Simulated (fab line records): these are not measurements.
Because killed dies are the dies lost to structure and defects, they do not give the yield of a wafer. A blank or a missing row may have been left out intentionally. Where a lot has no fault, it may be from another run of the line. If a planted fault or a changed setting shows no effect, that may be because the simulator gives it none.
A lot that was struck, set against a sound lot || flow sky130 || 16 steps out of a route of 708
Sound: the wafers L281.1, L281.2, L281.4. The struck wafers were L286.1, L286.3, L286.6. The cause is given at the end.
At each step with rows: each side's tool, then ch and its chambers, then its first start. Under that, the readings that differ: sound wafers || struck wafers || difference of the means || sigmas: that difference in standard deviations of wafers without a fault.
alike: words and numbers the same on both sides, and readings whose means are apart by under 2 such deviations; not compared: readings that were withheld, readings missing a value for some wafer, numbers with overlapping values and no deviation given by the record, and bounds like >300 which may hide the same value.
The two part at a step that has a row with sigmas, a row that says differs or no value, or rows on one side only. Numbers that don't overlap but have no deviation are shown without sigmas and don't part them. A reading that every wafer of one side lacks parts them only if that side has two wafers or more.

first, 5 steps without rows for these wafers: SKY_SONOS_TUNNEL_COAT_02 (resist thk 1140 nm); SKY_SONOS_TUNNEL_SOFTBAKE_03 (time 60 s); SKY_SONOS_TUNNEL_EXPOSE_04 (exposes mask TUNM, target cd 410 nm); SKY_SONOS_TUNNEL_PEB_05; SKY_SONOS_TUNNEL_DEVELOP_06 (develop time 60 s).
SKY_SONOS_TUNNEL_CD_MEAS_07: target cd 410 nm.
  sound on cd_sem-01 at day 14 11:20; struck on cd_sem-01 at day 16 06:07
  alike: cd_nm
SKY_SONOS_TUNNEL_OVL_MEAS_08:
  sound on overlay-01 at day 14 11:27; struck on overlay-02 at day 16 06:14
  alike: SONOS_TUNNEL_OVL
then, 3 steps without rows for these wafers: SKY_SONOS_TUNNEL_IMPLANT_09; SKY_SONOS_TUNNEL_WET_ETCH_10 (etches SiO2 in dHF, target depth 14 nm, time 280 s); SKY_SONOS_TUNNEL_STRIP_11 (strips in SPM, time 600 s).
SKY_SONOS_TUNNEL_TW_MEAS_12:
  sound on film_metro-03 at day 14 11:54; struck on film_metro-04 at day 16 06:41
  alike: SONOS_TUNNEL_TW
then, 1 step without rows for these wafers: SKY_SONOS_TUNNEL_CLEAN_13 (cleans in dHF, time 20 s).
SKY_SONOS_ONO_OXIDATION_00: stabilise 600 s, purge 300 s, target thk 2.6 nm.
  sound on furnace-01 ch 0, day 14 12:23; struck on furnace-02 ch 0, day 16 07:13
{"reading": "spike_tc_bottom_C (C)", "sound": "820.1 817.8 821.0", "struck": "792.8 793.7 790.2", "difference": -27.4, "sigmas": -18}
{"reading": "spike_tc_centre_C (C)", "sound": "798.9 801.5 800.6", "struck": "767.5 768.7 768.6", "difference": -32.1, "sigmas": -27}
{"reading": "spike_tc_lower_C (C)", "sound": "801.6 799.6 803.0", "struck": "768.4 770.2 770.4", "difference": -31.7, "sigmas": -26}
{"reading": "spike_tc_top_C (C)", "sound": "818.1 816.3 818.5", "struck": "785.6 783.5 784.7", "difference": -33.0, "sigmas": -17}
{"reading": "spike_tc_upper_C (C)", "sound": "798.3 800.0 799.6", "struck": "768.8 769.6 768.6", "difference": -30.3, "sigmas": -28}
{"reading": "tube_center_temp_C (C)", "sound": "800.05 800.06 799.99", "struck": "769.36 769.28 769.26", "difference": -30.73, "sigmas": "-99 or more"}
{"reading": "tube_center_temp_C_max", "sound": "802.2 801.8 802.3", "struck": "771.5 771.2 771.1", "difference": -30.8, "sigmas": -86}
{"reading": "zone_power_bottom_pct (%)", "sound": "20.46 20.42 20.17", "struck": "18.63 18.51 18.45", "difference": -1.82, "sigmas": -8}
{"reading": "zone_power_centre_pct (%)", "sound": "16.7 16.2 16.3", "struck": "12.8 13.0 12.9", "difference": -3.5, "sigmas": -3}
{"reading": "model.SiO2_of_SONOS_ONO_OXIDATION_00.thk_nm (nm)", "sound": "2.566 2.594 2.581", "struck": "1.593 1.605 1.597", "difference": -0.982, "sigmas": ""}
SKY_SONOS_ONO_THK_MEAS_01:
  sound on film_metro-01 at day 14 13:44; struck on film_metro-04 at day 16 08:34
{"reading": "SONOS_ONO_OXIDATION_THK (nm)", "sound": "2.61 2.58 2.55", "struck": "1.66 1.59 1.60", "difference": -0.96, "sigmas": -15}
then, 1 step without rows for these wafers: SKY_SONOS_ONO_CVD_02 (deposits Si3N4 from DCS/NH3, target thk 10.5 nm, time 180 s).
-- the record jumps here: 34 days lie between the struck wafers' starts before and after (it left off in module SONOS_ONO and takes up again in module PAD_OPEN, whose first step shown is number 708 of the route) --
SKY_PAD_OPEN_PROBE_99:
  sound on prober-02 at day 48 03:01; struck on prober-01 at day 49 20:56
{"reading": "model.etest.sonos_erased.drive_ua_um", "sound": "193.1 163.9 189.4", "struck": "223.3 236.6 233.8", "difference": "+49.1", "sigmas": ""}
{"reading": "model.etest.sonos_uncharged.r_on_ohm_um", "sound": "817 820.4 820.5", "struck": "784.8 765.3 793.2", "difference": -38.2, "sigmas": ""}
{"reading": "model.etest.cap_ono.gate_log10_a_cm2", "sound": "-8.164 -8.066 -8.074", "struck": "-6.7 -6.718 -6.65", "difference": "+1.4", "sigmas": ""}
{"reading": "model.etest.cap_ono.gate_bv_v (V)", "sound": "16.43 16.97 16.66", "struck": "15.13 15.58 15.78", "difference": -1.19, "sigmas": ""}
{"reading": "model.etest.cap_ono.tox_acc_nm (nm)", "sound": "13 12.96 12.93", "struck": "11.91 11.94 11.88", "difference": -1.05, "sigmas": ""}
{"reading": "model.etest.pfet_g5v0d10v5.off_log10_a_um", "sound": "-12.32 -12.21 -12.54", "struck": "-12.01 -12.04 -12.05", "difference": "+0.32", "sigmas": ""}
{"reading": "model.etest.sonos_erased.vt_v (V)", "sound": "-2.252 -2.235 -2.275", "struck": "-2.672 -2.668 -2.664", "difference": -0.414, "sigmas": ""}
{"reading": "model.etest.sonos_baked.vt_less_v (V)", "sound": "-0.4736 -0.4968 -0.5234", "struck": "-0.925 -0.9075 -0.8324", "difference": -0.390, "sigmas": ""}
  alike: killed_at_M0_to_M3, killed_at_M4_up, killed_at_contacts, killed_at_front_end, killed_at_other, killed_dies, killed_open, killed_short

== WHERE THEY PART ==
Last at SKY_SONOS_ONO_THK_MEAS_01 as far as this record goes, first at SKY_SONOS_ONO_OXIDATION_00. Later steps at which nothing parts them and some readings are alike: SKY_PAD_OPEN_PROBE_99.

WHY: whatever the simulator had introduced
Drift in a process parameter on furnace-02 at SKY_SONOS_ONO_OXIDATION_00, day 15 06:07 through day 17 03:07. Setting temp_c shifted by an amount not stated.
